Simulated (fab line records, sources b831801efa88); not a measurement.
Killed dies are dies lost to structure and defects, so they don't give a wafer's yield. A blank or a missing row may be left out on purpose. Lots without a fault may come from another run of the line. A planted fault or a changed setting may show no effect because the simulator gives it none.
A struck lot beside a sound one | flow gf180mcu | 16 steps out of a route of 602
Sound: wafers L163.2, L163.4, L163.6. Struck: wafers L170.2, L170.5, L170.6. The cause comes at the end.
At each step with rows: each side's tool, then ch and its chambers, then its first start. Under that, the readings that differ: sound wafers | struck wafers | difference of the means | sigmas: that difference in standard deviations of wafers without a fault.
alike: readings whose means differ by less than 2 such deviations, and words and numbers that are the same on both sides. not compared: withheld readings, readings that some wafer has no value for, bounds like >300 that may hide the same value, and numbers for which the record gives no deviation and whose values overlap.
The two part at a step that has a row with sigmas, a row that says differs or no value, or rows on one side only. Numbers that don't overlap but have no deviation are shown without sigmas and don't part them. A reading that every wafer of one side lacks parts them only if that side has two wafers or more.

GF_POLY_GATE_ETCH_13: etches poly-Si in HBr/Cl2, stops on SiO2, target depth 198.5 nm, time 69.6 s.
  sound on rie_si-01 ch 0,1,3, day 11 13:52; struck on rie_si-01 ch 1,2, day 13 19:23
  alike: drypump_motor_current_A, oes_product_au, throttle_valve_pct
  not compared: rf_hours_counter_h
GF_POLY_GATE_STRIP_14: strips in O2/N2.
  sound on plasma_asher-04 ch 1, day 11 13:55; struck on plasma_asher-01 ch 0,1, day 13 19:26
  alike: drypump_motor_current_A, heater_power_w, oes_product_au
  not compared: rf_hours_counter_h
then, 2 steps without rows for these wafers: GF_POLY_GATE_CLEAN_15 (cleans in SC1/SC2, time 150 s); GF_POLY_GATE_OXIDATION_16 (stabilise 600 s, purge 300 s, target thk 4 nm).
GF_POLY_GATE_THK_MEAS_17:
  sound on film_metro-01, day 12 01:25; struck on film_metro-03, day 13 21:23
  alike: POLY_GATE_OXIDATION_THK
GF_POLY_GATE_CD_MEAS_18:
  sound on cd_sem-02, day 12 01:30; struck on cd_sem-01, day 13 21:28
  alike: cd_nm
then, 6 steps without rows for these wafers: GF_HV_LDD_DEHYDRATE_00 (time 60 s); GF_HV_LDD_HMDS_01 (prime time 60 s); GF_HV_LDD_COAT_02 (resist thk 1000 nm); GF_HV_LDD_SOFTBAKE_03 (time 60 s); GF_HV_LDD_EXPOSE_04 (exposes mask Nplus LV AREA, target cd 400 nm); GF_HV_LDD_PEB_05.
GF_HV_LDD_DEVELOP_06: develop time 60 s.
  sound on litho_track-04 ch 0, day 12 19:58; struck on litho_track-04 ch 0, day 14 18:22
  reading              | sound             | struck            | difference | sigmas
  developer_temp_C (C) | 23.10 23.10 23.16 | 20.56 20.54 20.62 | -2.55      | -23
GF_HV_LDD_CD_MEAS_07: target cd 400 nm.
  sound on cd_sem-01, day 12 20:07; struck on cd_sem-01, day 14 18:31
  reading    | sound             | struck            | difference | sigmas
  cd_nm (nm) | 400.8 399.4 398.2 | 412.2 410.0 412.2 | +12.0      | +5
GF_HV_LDD_OVL_MEAS_08:
  sound on overlay-01, day 12 20:13; struck on overlay-01, day 14 18:37
  reading         | sound       | struck        | difference | sigmas
  HV_LDD_OVL (nm) | 0.9 2.0 1.1 | 0.1 -3.2 -2.4 | -3.2       | -2
-- the record jumps here: 19 days lie between the struck wafers' starts before and after (it left off in module HV_LDD and takes up again in module PASSIVATION, whose first step shown is number 602 of the route) --
GF_PASSIVATION_PROBE_99:
  the record has rows for the struck wafers here (prober-01, day 33 12:28) and none for the sound ones

WHERE THEY PART
First at GF_HV_LDD_DEVELOP_06; last, within this record, at GF_PASSIVATION_PROBE_99.

WHY: what the simulator had put in
Process parameter drift: litho_track-04, from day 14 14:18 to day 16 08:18, at GF_HV_LDD_DEVELOP_06. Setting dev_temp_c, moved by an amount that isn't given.
